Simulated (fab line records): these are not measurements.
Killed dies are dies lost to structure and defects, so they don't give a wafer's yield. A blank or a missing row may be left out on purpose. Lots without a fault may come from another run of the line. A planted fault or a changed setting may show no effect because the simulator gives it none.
Matching of chambers ; flow gf180mcu ; GF_V3_CVD_02 on pecvd-01: 3 sister chambers
The step deposits SiO2 from TEOS, target thk 850 nm, time 94.851 s. 18 wafers are shown with their chamber, then 9 later ones without.

WAFERS, EACH WITH ITS CHAMBER
wafer;chamber;heater_power_w (W);susceptor_temp_C (C)
L077.4;0;556;399.87
L077.5;2;742;400.23
L077.6;1;686;400.04
L081.1;2;713;399.88
L081.3;0;682;399.96
L081.5;2;758;400.03
L082.3;2;615;399.93
L082.5;1;684;400.07
L082.6;0;694;399.66
L083.3;0;642;400.20
L083.4;1;646;399.88
L083.5;0;700;400.36
L084.1;1;635;399.79
L084.5;2;603;399.98
L084.6;0;704;399.62
L088.1;1;595;399.81
L088.5;2;609;399.87
L088.6;0;677;400.18

SIGNATURES (averages over the wafers above)
reading;chamber 0;chamber 1;chamber 2;scatter within a chamber
heater_power_w;665.00;649.20;673.33;56.6
susceptor_temp_C;399.9786;399.9180;399.9867;0.206
Rule: a wafer lies at a distance from a chamber equal to the root of the sum of squares, over the readings, of (its reading less the chamber's mean, divided by the reading's scatter). The wafer belongs to the nearest chamber; if the next one is less than 2 further off, it can't be placed. The scatter: take each reading less its chamber's mean, square it, sum over the shown wafers, divide by the number of wafers less the number of chambers, and take the root.

WAFERS MISSING THEIR CHAMBER
wafer;heater_power_w (W);susceptor_temp_C (C)
L093.1;676;400.20
L093.4;630;400.29
L093.6;698;400.08
L095.2;645;399.94
L095.4;725;400.02
L095.5;752;400.19
L097.1;630;400.32
L097.2;730;399.96
L097.5;734;400.32

THE CHAMBER EACH PASSED THROUGH
wafer;from the rows above;in truth
L093.1;can't be placed: 2 or 0 or 1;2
L093.4;can't be placed: 0 or 2 or 1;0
L093.6;can't be placed: 2 or 0 or 1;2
L095.2;can't be placed: 1 or 0 or 2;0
L095.4;can't be placed: 2 or 0 or 1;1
L095.5;can't be placed: 2 or 0 or 1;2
L097.1;can't be placed: 0 or 2 or 1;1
L097.2;can't be placed: 2 or 0 or 1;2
L097.5;can't be placed: 2 or 0 or 1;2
Correct placement for 0 of the 9. Unplaceable from these rows: 9, with the true chamber sitting among the candidates in 9. Placed wrongly: 0.
